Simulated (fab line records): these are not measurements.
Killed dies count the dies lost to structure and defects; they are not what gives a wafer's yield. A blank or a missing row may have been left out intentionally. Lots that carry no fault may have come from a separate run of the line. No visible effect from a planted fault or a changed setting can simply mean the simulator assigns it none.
Which tool did it? | flow sky130 | 11 lots with 33 wafers sampled at 2 steps, on a route of 708 steps

## WHAT THE GAUGES READ, wafer by wafer
SKY_LDD_N_OVL_MEAS_07.
lot  | measured     | on         | LDD_N_OVL (nm)
L933 | day 17 22:05 | overlay-02 | -0.9 -1.1 1.1
L934 | day 17 22:24 | overlay-02 | 3.8 2.2 -0.5
L936 | day 18 19:56 | overlay-01 | -1.9 0.9 -0.8
L938 | day 19 11:40 | overlay-02 | -0.5 0.3 -0.5
L941 | day 20 22:48 | overlay-02 | - - -
L944 | day 22 03:47 | overlay-01 | -0.1 -1.7 0.7
L949 | day 23 14:01 | overlay-01 | -1.2 -1.0 0.6
L950 | day 23 18:37 | overlay-01 | 2.2 1.6 -0.4
L952 | day 24 10:27 | overlay-02 | -0.1 1.3 0.0
L953 | day 24 23:39 | overlay-02 | -0.4 0.0 0.4
L956 | day 25 17:29 | overlay-02 | -1.7 -1.2 -1.1

## WHICH TOOL RAN EACH LOT (tool, then ch and the chambers of the sampled wafers, then the start)
lot  | SKY_LDD_N_EXPOSE_04
L933 | iline stepper-01 ch 0, day 17 07:34
L934 | iline stepper-02 ch 0, day 17 08:05
L936 | iline stepper-01 ch 0, day 18 05:22
L938 | iline stepper-02 ch 0, day 18 20:17
L941 | iline stepper-02 ch 0, day 20 07:52
L944 | iline stepper-02 ch 0, day 21 12:18
L949 | iline stepper-02 ch 0, day 22 23:05
L950 | iline stepper-01 ch 0, day 23 04:05
L952 | iline stepper-02 ch 0, day 23 20:29
L953 | iline stepper-02 ch 0, day 24 09:07
L956 | iline stepper-01 ch 0, day 25 03:18
- SKY_LDD_N_EXPOSE_04: exposes mask NTM, target cd 840 nm.

## THE ANSWER, worked out from the rows above alone
Rule: what is usual is taken from the lots themselves. The widest of any qualifying gaps counts: lots, ordered by their means at a reading, are off when they make up no more than a third of the lots, leave a main group of 4 or more, and stand apart from it by 3 or more times the standard deviation of that group's means. Not used: any main group whose means are identical at the precision the tables above print for the reading. A lot without any number at a reading at which 4 lots or more have one is off too. Any other lot the step has rows for is counted as sound.
Off: at SKY_LDD_N_OVL_MEAS_07 (LDD_N_OVL), L941. Without a number there: L941. Mean 0.0 nm and standard deviation 0.87 in the main group.
A tool fits if, at a process step before that reading, it ran every lot that is off, and no sound lot after the first of them. Those tools and the gauges at SKY_LDD_N_OVL_MEAS_07 are tried in the same way. Not one of the candidates tried fits.

## WHAT THE SIMULATOR PUT IN
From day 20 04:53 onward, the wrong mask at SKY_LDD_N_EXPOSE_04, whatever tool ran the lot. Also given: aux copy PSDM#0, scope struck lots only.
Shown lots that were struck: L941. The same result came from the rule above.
